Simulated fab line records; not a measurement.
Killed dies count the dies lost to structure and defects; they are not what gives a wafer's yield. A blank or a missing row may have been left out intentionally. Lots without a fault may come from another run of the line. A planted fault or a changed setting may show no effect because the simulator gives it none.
fab line records	flow sky130
record lots=5	wafers=23
route steps=708 shown FIELD_ISO@2 DNWELL@38 PWDE@47 NWELL@65 VT_ADJUST_HVTP@95 VT_ADJUST_LVTN@105 VT_ADJUST_NCORE@121 VT_ADJUST_HVTR@133
startH: the number of hours between the record's first day and the start of the first shown wafer of the lot	waitH: hours since the lot's step before	" the same as in the row above	L1.1+2: several wafers, shown together as one row	- no value, or no start was given	* or withheld: withheld	< > ~ a bound
route shown NAME@n: names a module that has steps shown in the file, with the first one's number in the route	usual: the fault-free wafers' mean and standard deviation	same: alike in all rows	chamber/n: place in a boat	sites: each site's reading	_std_site: standard deviation of those values	_edge_site: mean of outer sites minus mean of inner sites	radiusMm: how far each site lies from the wafer's centre	mask NAME#n: copy n	behind: the most recent tool/chamber to have shaped the wafer	hold: the reason the lot was held/the length of the hold in hours/how it ended	device: the n, p or np transistor that did not switch	end of line: the route-end tests of the same wafers	a step without rows: its recipe alone	killed: at the first sort, the dies lost to defects and structure; wafer yield is something else	map: the dies of a wafer, with x for killed, . for not killed, _ for no die there
set.NAME: the setting that was run; set.NAME@STEP: the one run at that earlier step	model.NAME: the simulator's own value behind a step, which no gauge read
lots with deliberately changed settings; one table per step, one row per wafer
## steps
# step SKY_FIELD_ISO_OXIDATION_01
# recipe tempC=900	ambient=O2	stabiliseS=600	purgeS=300	targetThkA=120	oxTimeS=1843
lot.wafer	tool	chamber	startH	waitH	set.tempC	model.SiO2_of_FIELD_ISO_OXIDATION_01.thkNm
L074.1	-	-	-	0.1	900	11.88
L074.3+5	"	-	"	"	900	11.78
L074.4	"	-	"	"	900	11.94
L074.6	"	-	"	"	900	11.97
L079.4	furnace-01	0	35.12	0.0	900	11.5
L079.5	"	0	"	"	900	11.62
L079.6	"	0	"	"	900	11.49
L082.1	-	-	-	0.7	873.7	8.839
L082.2	"	-	"	"	873.7	8.746
L082.4	"	-	"	"	873.7	8.598
L082.5	"	-	"	"	873.7	8.693
L082.6	"	-	"	"	873.7	8.857
L083.1	-	-	-	0.3	885.9	10.42
L083.2	"	-	"	"	885.9	10.3
L083.3	"	-	"	"	885.9	10.32
L083.4	"	-	"	"	885.9	10.22
L083.5	"	-	"	"	885.9	10.55
L084.1	-	-	-	0.7	891.3	10.77
L084.2	"	-	"	"	891.3	10.99
L084.3	"	-	"	"	891.3	11.03
L084.5	"	-	"	"	891.3	10.92
L084.6	"	-	"	"	891.3	11.06
# step SKY_FIELD_ISO_THK_MEAS_02
# recipe reads=SiO2_of_FIELD_ISO_OXIDATION_01
# usual FIELD_ISO_OXIDATION_00_THK=11.93/0.22
lot.wafer	tool	chamber	startH	waitH	set.tempC@FIELD_ISO_OXIDATION_01	FIELD_ISO_OXIDATION_00_THK[nm]
L074.1	filmMetro-01	-	-	-	900	11.90
L074.3	"	-	"	"	900	11.78
L074.4	"	-	"	"	900	11.90
L074.5	"	-	"	"	900	11.76
L074.6	"	-	"	"	900	11.89
L079.4	filmMetro-01	-	36.66	0.0	900	11.48
L079.5	"	-	"	"	900	11.65
L079.6	"	-	"	"	900	11.50
L082.1	filmMetro-01	-	-	-	873.7	8.80
L082.2	"	-	"	"	873.7	8.77
L082.4	"	-	"	"	873.7	8.56
L082.5	"	-	"	"	873.7	8.71
L082.6	"	-	"	"	873.7	8.86
L083.1	filmMetro-02	-	-	-	885.9	10.42
L083.2	"	-	"	"	885.9	10.29
L083.3	"	-	"	"	885.9	10.35
L083.4	"	-	"	"	885.9	10.22
L083.5	"	-	"	"	885.9	10.62
L084.1	filmMetro-01	-	-	-	891.3	10.80
L084.2	"	-	"	"	891.3	10.91
L084.3	"	-	"	"	891.3	11.02
L084.5	"	-	"	"	891.3	10.97
L084.6	"	-	"	"	891.3	11.05
# step SKY_FIELD_ISO_EXPOSE_10
# recipe maskId=FOM	na=0.68	sourceShape=annular	sigmaInner=0.4	sigmaOuter=0.8	targetCdNm=150	doseMj=28
lot.wafer	tool	chamber	startH	waitH	mask	set.doseMj
L074.1+3+4+5+6	krfScanner-02	0	-	-	FOM#0	28
L079.4+5+6	krfScanner-02	0	-	-	FOM#0	28
L082.1+4+6	krfScanner-02	0	-	-	FOM#0	29.77
L082.2+5	"	0	"	"	FOM#0	28
L083.1+4	krfScanner-02	0	-	-	FOM#0	29.78
L083.2+3+5	"	0	"	"	FOM#0	28
L084.1+5	krfScanner-01	0	-	-	FOM#0	26.54
L084.2+3+6	"	0	"	"	FOM#0	28
# step SKY_FIELD_ISO_PEB_11
# recipe pebTempC=withheld	pebTimeS=withheld	resist=KrF-thick
# step SKY_FIELD_ISO_DEVELOP_12
# recipe developTimeS=60	resist=KrF-thick	devTempC=21
# step SKY_FIELD_ISO_CD_MEAS_13
# recipe targetCdNm=150
# usual cdNm=150.0/1.5
lot.wafer	tool	chamber	startH	waitH	set.doseMj@FIELD_ISO_EXPOSE_10	cdNm
L074.1	cdSem-01	-	27.93	-	28	152.8
L074.3	"	-	"	"	28	151.2
L074.4	"	-	"	"	28	151.4
L074.5	"	-	"	"	28	151.0
L074.6	"	-	"	"	28	151.1
L079.4	cdSem-02	-	55.14	-	28	151.7
L079.5	"	-	"	"	28	150.7
L079.6	"	-	"	"	28	150.0
L082.1	cdSem-02	-	70.48	-	29.77	136.5
L082.2	"	-	"	"	28	150.4
L082.4	"	-	"	"	29.77	138.3
L082.5	"	-	"	"	28	150.2
L082.6	"	-	"	"	29.77	137.6
L083.1	cdSem-02	-	74.88	-	29.78	139.7
L083.2	"	-	"	"	28	150.3
L083.3	"	-	"	"	28	150.5
L083.4	"	-	"	"	29.78	138.2
L083.5	"	-	"	"	28	149.5
L084.1	cdSem-02	-	80.38	-	26.54	161.0
L084.2	"	-	"	"	28	150.4
L084.3	"	-	"	"	28	150.0
L084.5	"	-	"	"	26.54	161.4
L084.6	"	-	"	"	28	151.0
# step SKY_FIELD_ISO_ETCH_14
# recipe chemistry=N2/H2	target=BARC	ionEnergyEv=200	sourceW=500	biasW=100	pressureMtorr=30	n2FlowSccm=100	h2FlowSccm=200	stopOn=SiO2	timeS=45.9	targetDepthA=600
lot.wafer	tool	chamber	startH	waitH	set.doseMj@FIELD_ISO_EXPOSE_10	model.FIELD_ISO.cdNm
L074.1	rieDiel-01	2	28.05	0.1	28	152.3
L074.3	"	1	"	"	28	150.8
L074.4	"	3	"	"	28	152.6
L074.5	"	0	"	"	28	150.1
L074.6	"	1	"	"	28	151.4
L079.4	rieDiel-04	1	55.20	0.0	28	150.9
L079.5	"	3	"	"	28	150.4
L079.6	"	0	"	"	28	149.3
L082.1	rieDiel-02	1	70.60	0.1	29.77	135.9
L082.2	"	2	"	"	28	150.4
L082.4	"	0	"	"	29.77	139.4
L082.5	"	0	"	"	28	151.3
L082.6	"	3	"	"	29.77	136.8
L083.1	rieDiel-04	0	75.00	0.1	29.78	139.5
L083.2	"	2	"	"	28	149.9
L083.3	"	3	"	"	28	150.8
L083.4	"	1	"	"	29.78	137.8
L083.5	"	2	"	"	28	148.2
L084.1	rieDiel-04	2	80.50	0.1	26.54	160.5
L084.2	"	1	"	"	28	150.3
L084.3+6	"	3,1	"	"	28	150.8
L084.5	"	3	"	"	26.54	162.2
# step SKY_FIELD_ISO_ETCH_15
# recipe chemistry=CHF3/O2	targetDepthNm=180	stopOn=Si	sourceW=600	biasW=200	pressureMtorr=40	chf3FlowSccm=50	O2_flow_sccm=5	timeS=72
lot.wafer	tool	chamber	startH	waitH	set.doseMj@FIELD_ISO_EXPOSE_10	model.FIELD_ISO.cdNm
L074.1	rieDiel-01	2	28.09	0.0	28	154.1
L074.3	"	1	"	"	28	153.3
L074.4	"	3	"	"	28	153.6
L074.5	"	0	"	"	28	149.7
L074.6	"	1	"	"	28	153
L079.4	rieDiel-04	1	55.24	0.0	28	150.5
L079.5	"	3	"	"	28	153.4
L079.6	"	0	"	"	28	149
L082.1	rieDiel-02	1	70.64	0.0	29.77	136
L082.2	"	2	"	"	28	152.1
L082.4	"	0	"	"	29.77	138.6
L082.5	"	0	"	"	28	151.5
L082.6	"	3	"	"	29.77	137.3
L083.1	rieDiel-04	0	75.04	0.0	29.78	139.7
L083.2	"	2	"	"	28	150.1
L083.3	"	3	"	"	28	153.1
L083.4	"	1	"	"	29.78	138.3
L083.5	"	2	"	"	28	149.4
L084.1	rieDiel-04	2	80.54	0.0	26.54	162
L084.2	"	1	"	"	28	151.8
L084.3	"	3	"	"	28	153.7
L084.5	"	3	"	"	26.54	164.2
L084.6	"	1	"	"	28	152
# step SKY_DNWELL_SOFTBAKE_03
# recipe tempC=110	timeS=withheld
lot.wafer	tool	chamber	startH	waitH	set.tempC
L074.1+3+5	lithoTrack-02	0	44.71	0.1	107
L074.4+6	"	0	"	"	110
L079.4+5+6	lithoTrack-01	0	71.98	0.1	110
L082.1+5+6	lithoTrack-03	0	91.74	0.1	110
L082.2+4	"	0	"	"	106.7
L083.1+3	lithoTrack-01	0	91.88	0.1	107.5
L083.2+4+5	"	0	"	"	110
L084.1+3	lithoTrack-03	0	97.04	0.1	110
L084.2+5+6	"	0	"	"	106.8
# step SKY_DNWELL_EXPOSE_04
# recipe maskId=DNM	na=0.57	targetCdNm=3000	doseMj=222
# step SKY_DNWELL_PEB_05
# recipe tempC=115	timeS=withheld
# step SKY_DNWELL_DEVELOP_06
# recipe wallAngleDeg=90	developer=TMAH	developTimeS=60	devTempC=23
lot.wafer	tool	chamber	startH	waitH	set.tempC@DNWELL_SOFTBAKE_03	model.coat_of_DNWELL_COAT_02.thkNm
L074.1	lithoTrack-02	0	-	-	107	3014
L074.3	"	0	"	"	107	3015
L074.4	"	0	"	"	110	2989
L074.5	"	0	"	"	107	3007
L074.6	"	0	"	"	110	2988
L079.4	lithoTrack-01	0	-	-	110	2999
L079.5	"	0	"	"	110	2995
L079.6	"	0	"	"	110	2998
L082.1+6	lithoTrack-03	0	-	-	110	3003
L082.2	"	0	"	"	106.7	3030
L082.4	"	0	"	"	106.7	3028
L082.5	"	0	"	"	110	3002
L083.1	lithoTrack-02	0	-	-	107.5	3024
L083.2	"	0	"	"	110	3005
L083.3	"	0	"	"	107.5	3014
L083.4	"	0	"	"	110	2999
L083.5	"	0	"	"	110	3000
L084.1	lithoTrack-02	0	-	-	110	2994
L084.2	"	0	"	"	106.8	3026
L084.3	"	0	"	"	110	2993
L084.5	"	0	"	"	106.8	3022
L084.6	"	0	"	"	106.8	3025
# step SKY_DNWELL_IMPLANT_07
# recipe species=P	energyKev=withheld	doseCm2=withheld	tiltDeg=withheld
# step SKY_DNWELL_STRIP_08
# recipe chemistry=O2/N2	powerW=1400	pressureMtorr=1500	platenTempC=withheld	o2FlowSccm=3000	n2FlowSccm=300	overashFraction=0.5
# usual stripTimeToEndpointS=36.94/0.079
lot.wafer	tool	chamber	startH	waitH	set.tempC@DNWELL_SOFTBAKE_03	stripTimeToEndpointS
L074.1	plasmaAsher-02	1	52.71	0.1	107	37.14
L074.3	"	0	"	"	107	37.16
L074.4	"	1	"	"	110	36.81
L074.5	"	1	"	"	107	37.06
L074.6	"	0	"	"	110	36.82
L079.4	plasmaAsher-04	1	79.91	0.1	110	36.94
L079.5	"	0	"	"	110	36.90
L079.6	"	1	"	"	110	36.92
L082.1	plasmaAsher-03	1	100.55	0.1	110	37.00
L082.2	"	0	"	"	106.7	37.32
L082.4	"	0	"	"	106.7	37.30
L082.5	"	0	"	"	110	36.97
L082.6	"	1	"	"	110	36.98
L083.1	plasmaAsher-02	0	100.71	0.1	107.5	37.24
L083.2	"	1	"	"	110	37.02
L083.3	"	0	"	"	107.5	37.14
L083.4	"	1	"	"	110	36.95
L083.5	"	0	"	"	110	36.96
L084.1	plasmaAsher-04	0	104.91	0.1	110	36.90
L084.2	"	1	"	"	106.8	37.26
L084.3	"	1	"	"	110	36.90
L084.5	"	1	"	"	106.8	37.20
L084.6	"	0	"	"	106.8	37.26
# step SKY_PWDE_COAT_02
# recipe spinRpm=2000	resistThkNm=3000
lot.wafer	tool	chamber	startH	waitH	set.resistThkNm	model.coat_of_PWDE_COAT_02.thkNm
L074.1+4	lithoTrack-04	0	60.68	0.1	3000	2995
L074.3	"	0	"	"	3000	2994
L074.5	"	0	"	"	3000	2990
L074.6	"	0	"	"	3000	3000
L079.4	lithoTrack-04	0	88.00	0.1	3000	3013
L079.5	"	0	"	"	3000	3008
L079.6	"	0	"	"	3000	2999
L082.1	lithoTrack-04	0	108.73	0.1	3071	3076
L082.2	"	0	"	"	3071	3069
L082.4	"	0	"	"	3000	2995
L082.5	"	0	"	"	3071	3058
L082.6	"	0	"	"	3000	3005
L083.1	lithoTrack-03	0	109.09	0.1	3000	2990
L083.2+3	"	0	"	"	3000	2993
L083.4	"	0	"	"	3000	2995
L083.5	"	0	"	"	3000	3002
L084.1	lithoTrack-02	0	113.51	0.1	2825	2826
L084.2	"	0	"	"	3000	3004
L084.3	"	0	"	"	2825	2828
L084.5	"	0	"	"	3000	3009
L084.6	"	0	"	"	2825	2829
# step SKY_PWDE_SOFTBAKE_03
# recipe tempC=110	timeS=withheld
# step SKY_PWDE_EXPOSE_04
# recipe maskId=PWDEM	na=0.6	sourceShape=conventional	sigmaOuter=0.6	polarization=unpolarized	targetCdNm=840	doseMj=210.8
# step SKY_PWDE_IMPLANT_08
# recipe species=B	energyKev=150	doseCm2=3.6e+12	tiltDeg=withheld
# step SKY_PWDE_STRIP_09
# recipe chemistry=O2/N2	powerW=1400	pressureMtorr=1500	platenTempC=withheld	o2FlowSccm=3000	n2FlowSccm=300	overashFraction=0.5
# usual stripTimeToEndpointS=36.94/0.098
lot.wafer	tool	chamber	startH	waitH	set.resistThkNm@PWDE_COAT_02	stripTimeToEndpointS
L074.1	plasmaAsher-01	1	68.75	0.1	3000	36.84
L074.3	"	1	"	"	3000	36.83
L074.4	"	0	"	"	3000	36.85
L074.5	"	0	"	"	3000	36.79
L074.6	"	1	"	"	3000	36.91
L079.4	plasmaAsher-04	0	96.81	0.1	3000	37.08
L079.5	"	0	"	"	3000	37.02
L079.6	"	1	"	"	3000	36.92
L082.1	plasmaAsher-01	1	118.07	0.1	3071	37.76
L082.2	"	0	"	"	3071	37.69
L082.4	"	0	"	"	3000	36.85
L082.5	"	0	"	"	3071	37.55
L082.6	"	1	"	"	3000	36.98
L083.1	plasmaAsher-04	0	118.36	0.1	3000	36.80
L083.2	"	1	"	"	3000	36.84
L083.3	"	0	"	"	3000	36.83
L083.4	"	1	"	"	3000	36.84
L083.5	"	0	"	"	3000	36.93
L084.1	plasmaAsher-02	1	122.26	0.1	2825	34.95
L084.2	"	0	"	"	3000	36.95
L084.3	"	0	"	"	2825	34.96
L084.5	"	0	"	"	3000	37.03
L084.6	"	1	"	"	2825	34.96
# step SKY_NWELL_IMPLANT_12
# recipe species=P	energyKev=120	doseCm2=1.3e+12	tiltDeg=withheld
lot.wafer	tool	chamber	startH	waitH	set.energyKev	model.implant.rpNm
L074.1+5	implanter-04	0	84.71	0.1	114.2	143.9
L074.3+4+6	"	0	"	"	120	151.5
L079.4+5+6	implanter-01	0	113.44	0.1	120	149.2
L082.1+4+6	implanter-03	0	137.06	0.1	120	149.6
L082.2+5	"	0	"	"	113.3	140.9
L083.1+5	implanter-01	0	137.80	0.1	123.7	155.2
L083.2+3+4	"	0	"	"	120	150.4
L084.1+3+5	implanter-01	0	141.86	0.1	126.4	159.3
L084.2+6	"	0	"	"	120	150.9
# step SKY_VT_ADJUST_HVTP_STRIP_10
# recipe chemistry=O2/N2	powerW=1400	pressureMtorr=1500	platenTempC=withheld	o2FlowSccm=3000	n2FlowSccm=300	overashFraction=0.5
# usual oesProductAu=0.717/0.0045	stripTimeToEndpointS=14.19/0.032
lot.wafer	tool	chamber	startH	waitH	set.pressureMtorr	oesProductAu	stripTimeToEndpointS
L074.1	plasmaAsher-03	1	119.74	0.1	1406	0.705	14.46
L074.3	"	0	"	"	1406	0.712	14.46
L074.4	"	1	"	"	1406	0.708	14.44
L074.5	"	0	"	"	1406	0.705	14.45
L074.6	"	1	"	"	1406	0.709	14.50
L079.4	plasmaAsher-04	1	151.88	0.1	1500	0.717	14.18
L079.5	"	1	"	"	1500	0.721	14.18
L079.6	"	0	"	"	1500	0.715	14.14
L082.1	plasmaAsher-01	0	177.88	0.1	1424	0.706	14.44
L082.2	"	1	"	"	1424	0.706	14.42
L082.4	"	1	"	"	1424	0.708	14.44
L082.5	"	1	"	"	1424	0.708	14.51
L082.6	"	0	"	"	1424	0.712	14.49
L083.1	plasmaAsher-01	1	178.18	0.1	1372	0.700	14.60
L083.2	"	0	"	"	1372	0.706	14.65
L083.3	"	0	"	"	1372	0.700	14.64
L083.4	"	1	"	"	1372	0.700	14.60
L083.5	"	1	"	"	1372	0.695	14.64
L084.1	plasmaAsher-03	1	180.94	0.1	1710	0.732	13.72
L084.2	"	0	"	"	1710	0.734	13.73
L084.3	"	1	"	"	1710	0.741	13.73
L084.5	"	1	"	"	1710	0.729	13.77
L084.6	"	0	"	"	1710	0.723	13.77
# step SKY_VT_ADJUST_LVTN_IMPLANT_08
# recipe species=B	energyKev=30	doseCm2=1.57e+12	tiltDeg=withheld
lot.wafer	tool	chamber	startH	waitH	set.energyKev	model.implant.rpNm	model.implant.drpNm
L074.1+4	implanter-01	0	138.35	0.0	31.09	103.6	44.1
L074.3+5+6	"	0	"	"	30	100.1	42.97
L079.4+5+6	implanter-04	0	171.14	0.1	30	94.14	42.97
L082.1+5	implanter-04	0	198.65	0.0	28.5	95.11	41.11
L082.2+4+6	"	0	"	"	30	99.99	42.97
L083.1+2+5	implanter-02	0	199.12	0.0	31.22	100.8	44.23
L083.3+4	"	0	"	"	30	96.99	42.97
L084.1+2+3	implanter-01	0	201.90	0.0	30	93.26	42.97
L084.5+6	"	0	"	"	31.11	96.61	44.12
# step SKY_VT_ADJUST_NCORE_COAT_02
# recipe resist=NOVOLAK	spinRpm=3000	resistThkNm=1140
lot.wafer	tool	chamber	startH	waitH	set.resistThkNm	model.NOVOLAK_of_VT_ADJUST_NCORE_COAT_02.thkNm
L074.1	lithoTrack-02	0	168.41	0.1	1140	1136
L074.3	"	0	"	"	1177	1176
L074.4	"	0	"	"	1177	1173
L074.5	"	0	"	"	1140	1133
L074.6	"	0	"	"	1140	1141
L079.4	lithoTrack-04	0	201.45	0.1	1140	1142
L079.5	"	0	"	"	1140	1143
L079.6	"	0	"	"	1140	1141
L082.1+6	lithoTrack-03	0	231.94	0.1	1092	1094
L082.2+4	"	0	"	"	1140	1141
L082.5	"	0	"	"	1092	1092
L083.1	lithoTrack-02	0	232.01	0.1	1140	1145
L083.2	"	0	"	"	1140	1141
L083.3+4+5	"	0	"	"	1140	1144
L084.1	lithoTrack-03	0	234.19	0.1	1140	1145
L084.2	"	0	"	"	1140	1142
L084.3+5	"	0	"	"	1118	1125
L084.6	"	0	"	"	1140	1143
# step SKY_VT_ADJUST_NCORE_SOFTBAKE_03
# recipe tempC=90	timeS=60	resist=NOVOLAK
# step SKY_VT_ADJUST_NCORE_EXPOSE_04
# recipe maskId=LVTN_COMPLEMENT_THIN	na=0.6	sourceShape=conventional	sigmaOuter=0.6	polarization=unpolarized	targetCdNm=380	doseMj=139
# step SKY_VT_ADJUST_NCORE_IMPLANT_09
# recipe species=B	energyKev=10	doseCm2=2.4e+12	tiltDeg=withheld
# step SKY_VT_ADJUST_NCORE_STRIP_10
# recipe chemistry=O2/N2	powerW=1400	pressureMtorr=1500	platenTempC=withheld	o2FlowSccm=3000	n2FlowSccm=300	overashFraction=0.5
# usual stripTimeToEndpointS=14.18/0.039
lot.wafer	tool	chamber	startH	waitH	set.resistThkNm@VT_ADJUST_NCORE_COAT_02	stripTimeToEndpointS
L074.1	plasmaAsher-04	1	178.27	0.1	1140	14.14
L074.3	"	0	"	"	1177	14.56
L074.4	"	1	"	"	1177	14.53
L074.5	"	1	"	"	1140	14.10
L074.6	"	0	"	"	1140	14.19
L079.4	plasmaAsher-01	0	212.61	0.1	1140	14.20
L079.5	"	1	"	"	1140	14.20
L079.6	"	0	"	"	1140	14.19
L082.1	plasmaAsher-04	0	243.92	0.1	1092	13.62
L082.2	"	1	"	"	1140	14.19
L082.4	"	1	"	"	1140	14.19
L082.5	"	0	"	"	1092	13.58
L082.6	"	1	"	"	1092	13.63
L083.1	plasmaAsher-02	0	244.04	0.1	1140	14.24
L083.2	"	1	"	"	1140	14.19
L083.3	"	1	"	"	1140	14.22
L083.4	"	0	"	"	1140	14.21
L083.5	"	0	"	"	1140	14.22
L084.1	plasmaAsher-02	0	246.62	0.1	1140	14.23
L084.2	"	1	"	"	1140	14.21
L084.3	"	0	"	"	1118	13.98
L084.5	"	1	"	"	1118	13.99
L084.6	"	0	"	"	1140	14.21
# step SKY_VT_ADJUST_HVTR_COAT_02
# recipe resist=NOVOLAK	spinRpm=3000	resistThkNm=1140
lot.wafer	tool	chamber	startH	waitH	set.resistThkNm	model.NOVOLAK_of_VT_ADJUST_HVTR_COAT_02.thkNm
L074.1	lithoTrack-04	0	188.38	0.1	1178	1180
L074.3	"	0	"	"	1140	1139
L074.4	"	0	"	"	1178	1179
L074.5	"	0	"	"	1178	1178
L074.6	"	0	"	"	1140	1138
L079.4	lithoTrack-01	0	223.40	0.1	1140	1139
L079.5	"	0	"	"	1140	1138
L079.6	"	0	"	"	1140	1140
L082.1+5	lithoTrack-01	0	255.18	0.1	1140	1144
L082.2	"	0	"	"	1073	1075
L082.4	"	0	"	"	1140	1142
L082.6	"	0	"	"	1073	1076
L083.1+4	lithoTrack-04	0	255.78	0.1	1140	1143
L083.2	"	0	"	"	1119	1121
L083.3	"	0	"	"	1119	1124
L083.5	"	0	"	"	1140	1138
L084.1	lithoTrack-02	0	257.11	0.1	1098	1103
L084.2+5	"	0	"	"	1140	1143
L084.3	"	0	"	"	1098	1100
L084.6	"	0	"	"	1098	1099
## key
split step=SKY_FIELD_ISO_OXIDATION_01	setting=tempC	stated=900	by=lot
response step=SKY_FIELD_ISO_OXIDATION_01	reading=model.SiO2_of_FIELD_ISO_OXIDATION_01.thkNm	change=+1.02	per=1%	r=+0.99
response step=SKY_FIELD_ISO_THK_MEAS_02	reading=FIELD_ISO_OXIDATION_00_THK	change=+1.01	per=1%	r=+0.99
split step=SKY_FIELD_ISO_EXPOSE_10	setting=doseMj	stated=28	by=wafer
response step=SKY_FIELD_ISO_CD_MEAS_13	reading=cdNm	change=-1.94	per=1%	r=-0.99
response step=SKY_FIELD_ISO_ETCH_14	reading=model.FIELD_ISO.cdNm	change=-1.97	per=1%	r=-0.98
response step=SKY_FIELD_ISO_ETCH_15	reading=model.FIELD_ISO.cdNm	change=-2.07	per=1%	r=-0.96
split step=SKY_DNWELL_SOFTBAKE_03	setting=tempC	stated=110	by=wafer
response step=SKY_DNWELL_DEVELOP_06	reading=model.coat_of_DNWELL_COAT_02.thkNm	change=-9.06	per=1%	r=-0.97
response step=SKY_DNWELL_STRIP_08	reading=stripTimeToEndpointS	change=*	per=1%	r=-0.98
split step=SKY_PWDE_COAT_02	setting=resistThkNm	stated=3000	by=wafer
response step=SKY_PWDE_COAT_02	reading=model.coat_of_PWDE_COAT_02.thkNm	change=+30.3	per=1%	r=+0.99
response step=SKY_PWDE_STRIP_09	reading=stripTimeToEndpointS	change=*	per=1%	r=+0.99
split step=SKY_NWELL_IMPLANT_12	setting=energyKev	stated=120	by=wafer
response step=SKY_NWELL_IMPLANT_12	reading=model.implant.rpNm	change=+1.57	per=1%	r=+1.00
split step=SKY_VT_ADJUST_HVTP_STRIP_10	setting=pressureMtorr	stated=1500	by=lot
response step=SKY_VT_ADJUST_HVTP_STRIP_10	reading=oesProductAu	change=+0.00131	per=1%	r=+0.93
response step=SKY_VT_ADJUST_HVTP_STRIP_10	reading=stripTimeToEndpointS	change=*	per=1%	r=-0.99
split step=SKY_VT_ADJUST_LVTN_IMPLANT_08	setting=energyKev	stated=30	by=wafer
response step=SKY_VT_ADJUST_LVTN_IMPLANT_08	reading=model.implant.rpNm	change=+0.953	per=1%	r=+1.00
response step=SKY_VT_ADJUST_LVTN_IMPLANT_08	reading=model.implant.drpNm	change=+0.333	per=1%	r=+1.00
split step=SKY_VT_ADJUST_NCORE_COAT_02	setting=resistThkNm	stated=1140	by=wafer
response step=SKY_VT_ADJUST_NCORE_COAT_02	reading=model.NOVOLAK_of_VT_ADJUST_NCORE_COAT_02.thkNm	change=+11.3	per=1%	r=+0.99
response step=SKY_VT_ADJUST_NCORE_STRIP_10	reading=stripTimeToEndpointS	change=*	per=1%	r=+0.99
split step=SKY_VT_ADJUST_HVTR_COAT_02	setting=resistThkNm	stated=1140	by=wafer
response step=SKY_VT_ADJUST_HVTR_COAT_02	reading=model.NOVOLAK_of_VT_ADJUST_HVTR_COAT_02.thkNm	change=+11.5	per=1%	r=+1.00
